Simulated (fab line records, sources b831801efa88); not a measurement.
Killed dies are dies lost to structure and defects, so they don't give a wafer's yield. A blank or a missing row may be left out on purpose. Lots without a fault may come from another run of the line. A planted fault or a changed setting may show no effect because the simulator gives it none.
Which tool did it? | flow sky130 | 13 lots, 39 wafers sampled, at 4 steps of a route of 708

WHAT THE GAUGES READ, wafer by wafer
SKY_CAP2M_THK_MEAS_01. Usual: CAP2M_CVD_00_THK 15.49 nm, standard deviation 0.22.
lot  | measured     | on            | CAP2M_CVD_00_THK (nm) | flag
L449 | day 39 18:17 | film_metro-04 | 15.33 15.57 15.90     |
L450 | day 40 00:12 | film_metro-04 | 15.49 15.44 15.62     |
L452 | day 40 17:24 | film_metro-02 | 15.60 15.60 15.89     |
L453 | day 41 07:18 | film_metro-04 | 15.14 15.32 15.70     |
L455 | day 41 08:49 | film_metro-04 | 15.35 15.47 15.50     |
L454 | day 41 09:37 | film_metro-01 | 15.32 15.37 15.60     |
L457 | day 42 17:34 | film_metro-01 | 15.54 15.68 15.72     |
L459 | day 43 01:55 | film_metro-01 | 15.42 15.77 15.65     |
L461 | day 43 10:23 | film_metro-01 | 15.56 15.62 15.53     |
L462 | day 43 15:16 | film_metro-04 | 15.24 15.71 15.40     |
L465 | day 45 05:39 | film_metro-04 | 14.95 15.18 15.03     |
L469 | day 45 11:12 | film_metro-02 | 15.34 15.21 15.81     |
L471 | day 45 23:27 | film_metro-01 | 15.10 15.16 15.42     |

SKY_METAL5_RS_MEAS_05: measures by four-point-probe. Usual: METAL5_ALCU_RS 0.0271 ohm/sq, standard deviation 0.00028.
lot  | measured     | on            | METAL5_ALCU_RS (ohm/sq) | flag
L449 | day 42 22:14 | film_metro-04 | 0.02687 0.02723 0.02714 |
L450 | day 43 05:15 | film_metro-01 | 0.02693 0.02714 0.02779 |
L452 | day 43 20:02 | film_metro-01 | 0.02722 0.0271 0.02688  |
L453 | day 44 09:53 | film_metro-04 | 0.02645 0.02636 0.02699 |
L455 | day 44 11:28 | film_metro-04 | 0.02758 0.02758 0.02726 |
L454 | day 44 13:44 | film_metro-03 | 0.02705 0.02706 0.02696 |
L457 | day 45 15:37 | film_metro-03 | 0.02739 0.02705 0.0272  |
L459 | day 45 23:44 | film_metro-03 | 0.02669 0.02688 0.02699 |
L461 | day 46 08:13 | film_metro-01 | 0.0272 0.02736 0.02725  |
L462 | day 46 11:51 | film_metro-04 | 0.02664 0.02734 0.02734 |
L465 | day 47 23:54 | film_metro-01 | 0.02761 0.02737 0.02736 |
L469 | day 48 03:59 | film_metro-03 | 0.02723 0.02732 0.02701 |
L471 | day 48 13:55 | film_metro-03 | 0.02682 0.02716 0.02693 |

WHICH TOOL RAN EACH LOT (tool, then ch and the chambers of the sampled wafers, then the start)
lot  | SKY_METAL3_CLEAN_21             | SKY_METAL5_SPUTTER_04
L449 | wet_bench-02 ch 0, day 38 14:58 | pvd_sputter-03, day 42 22:09
L450 | wet_bench-04 ch 2, day 38 20:38 | pvd_sputter-04, day 43 05:13
L452 | wet_bench-02 ch 0, day 39 13:50 | pvd_sputter-01, day 43 19:58
L453 | wet_bench-01 ch 3, day 40 03:53 | pvd_sputter-01, day 44 09:50
L455 | wet_bench-01 ch 2, day 40 05:26 | pvd_sputter-03, day 44 11:25
L454 | wet_bench-02 ch 0, day 40 06:05 | pvd_sputter-03, day 44 13:41
L457 | wet_bench-01 ch 2, day 41 15:29 | pvd_sputter-01, day 45 15:31
L459 | wet_bench-02 ch 3, day 41 23:01 | pvd_sputter-03, day 45 23:41
L461 | wet_bench-01 ch 2, day 42 08:49 | pvd_sputter-03, day 46 08:06
L462 | wet_bench-04 ch 3, day 42 14:22 | pvd_sputter-04, day 46 11:47
L465 | wet_bench-01 ch 3, day 44 05:20 | pvd_sputter-03, day 47 23:50
L469 | wet_bench-01 ch 0, day 44 10:11 | pvd_sputter-04, day 48 03:54
L471 | wet_bench-01 ch 0, day 45 00:11 | pvd_sputter-03, day 48 13:52
- SKY_METAL3_CLEAN_21: cleans in IPA, time 180 s.
- SKY_METAL5_SPUTTER_04: material TiN, target thk 70 nm, time 58.3 s.

WHAT THE TOOLS THEMSELVES READ (means of the sampled wafers that have a number; where no wafer has one, the mark that the record gives instead)
SKY_METAL5_SPUTTER_04. Usual: throttle_valve_pct 30.1 %, standard deviation 1.2.
lot  | tool           | throttle_valve_pct (%) | flag
L449 | pvd_sputter-03 | 30.7                   |
L450 | pvd_sputter-04 | 28.6                   |
L452 | pvd_sputter-01 | 30.9                   |
L453 | pvd_sputter-01 | 30.3                   |
L455 | pvd_sputter-03 | 30.3                   |
L454 | pvd_sputter-03 | 29.9                   |
L457 | pvd_sputter-01 | 30.8                   |
L459 | pvd_sputter-03 | 30.8                   |
L461 | pvd_sputter-03 | 30.3                   |
L462 | pvd_sputter-04 | 29.9                   |
L465 | pvd_sputter-03 | 30.1                   |
L469 | pvd_sputter-04 | 28.4                   |
L471 | pvd_sputter-03 | 29.8                   |

THE ANSWER, worked out from the rows above alone
Rule: a lot is off if the mean of its wafers that have a number lies more than 3 standard deviations from the usual mean. A lot without any number at a reading at which 4 lots or more have one is off too. The other lots that the step has rows for count as sound. The gauges are gone through in route order, then the tools' own readings, and for those a lot's mean is taken as printed above. The first step at which some lot is off is used, and at that step the reading that is off furthest; a lot without a number counts as furthest.
No lot is off at any reading shown: from this, nothing can be told.

WHAT THE SIMULATOR HAD PUT IN
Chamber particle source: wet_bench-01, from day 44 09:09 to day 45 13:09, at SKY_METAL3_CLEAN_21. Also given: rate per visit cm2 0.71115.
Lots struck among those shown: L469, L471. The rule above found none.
